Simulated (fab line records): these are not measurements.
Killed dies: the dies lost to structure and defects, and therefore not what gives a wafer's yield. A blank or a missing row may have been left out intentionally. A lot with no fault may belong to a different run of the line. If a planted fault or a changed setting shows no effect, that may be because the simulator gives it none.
One fault through the eyes of 2 desks / flow sky130 / each desk holds nothing but its own numbers, with what lay behind them at the end

## TOOL OWNER'S DESK, lithoTrack-04
The tool's own readings at SKY_VIA2_DEVELOP_11 (develop time 60 s): means of the sampled wafers that have a number, for each lot that ran on this tool. The brackets show how far a lot's mean lies from the usual mean; more than 4 standard deviations puts the lot out of limits, marked OUT.
Columns: A = developerTempC at SKY_VIA2_DEVELOP_11, usual 20.97 C; B = exhaustPa at SKY_VIA2_DEVELOP_11, usual 44.8 Pa
lot=L366; first seen here=day 36 20:00; A=20.95; B=45.0
lot=L368; first seen here=day 37 17:00; A=21.17; B=45.0
lot=L373; first seen here=day 39 05:00; A=21.00; B=44.6
lot=L381; first seen here=day 41 09:00; A=22.99 (+20) OUT; B=45.6
lot=L384; first seen here=day 42 03:00; A=23.18 (+22) OUT; B=43.9
Finding of this desk: L381, L384 out of limits; the first was L381 at day 41 09:00, on developerTempC at SKY_VIA2_DEVELOP_11. L366, L368, L373: within limits.

## THE METROLOGY DESK
What the gauges read for every lot (on any tool): the sampled wafers with a number, averaged. The brackets show how far a lot's mean lies from the usual mean; more than 4 standard deviations puts the lot out of limits, marked OUT.
Columns: A = cdNm at SKY_CONTACT_CD_MEAS_14, usual 170.3 nm; B = VIA1_OVL at SKY_VIA1_OVL_MEAS_13, usual -2 nm
lot=L365; first seen here=day 31 21:36; A=172.3; B=0
lot=L366; first seen here=day 32 04:38; A=171.5; B=-5
lot=L367; first seen here=day 32 22:04; A=167.7; B=-4
lot=L368; first seen here=day 33 00:45; A=171.1; B=-3
lot=L369; first seen here=day 33 14:24; A=170.1; B=-5
lot=L370; first seen here=day 33 21:43; A=170.5; B=-2
lot=L371; first seen here=day 34 02:11; A=169.9; B=2
lot=L373; first seen here=day 34 17:05; A=169.9; B=4
lot=L381; first seen here=day 36 21:59; A=168.6; B=-2
lot=L384; first seen here=day 37 18:36; A=172.0; B=-4
lot=L385; first seen here=day 38 10:42; A=172.0; B=-1
lot=L387; first seen here=day 38 14:13; A=171.4; B=-7
lot=L388; first seen here=day 38 17:01; A=172.5; B=-7
Result from this desk: across the 13 lots, nothing is out of limits.

## ALL TOGETHER
The tool owner's desk could have raised an alarm at day 41 09:00, on L381, L384.
At the metrology desk, nothing out of limits was observed.
The metrology desk holds a record of L381, L384, inside its limits.
Every lot named ran SKY_VIA2_DEVELOP_11 on lithoTrack-04.

## WHAT WAS PUT IN BY THE SIMULATOR
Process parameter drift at SKY_VIA2_DEVELOP_11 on lithoTrack-04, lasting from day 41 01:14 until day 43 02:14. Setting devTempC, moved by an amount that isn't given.
Lots struck among those shown: L381, L384.
Delay in hours, fault start to first out-of-limits reading, by desk: the tool owner's desk at 8.
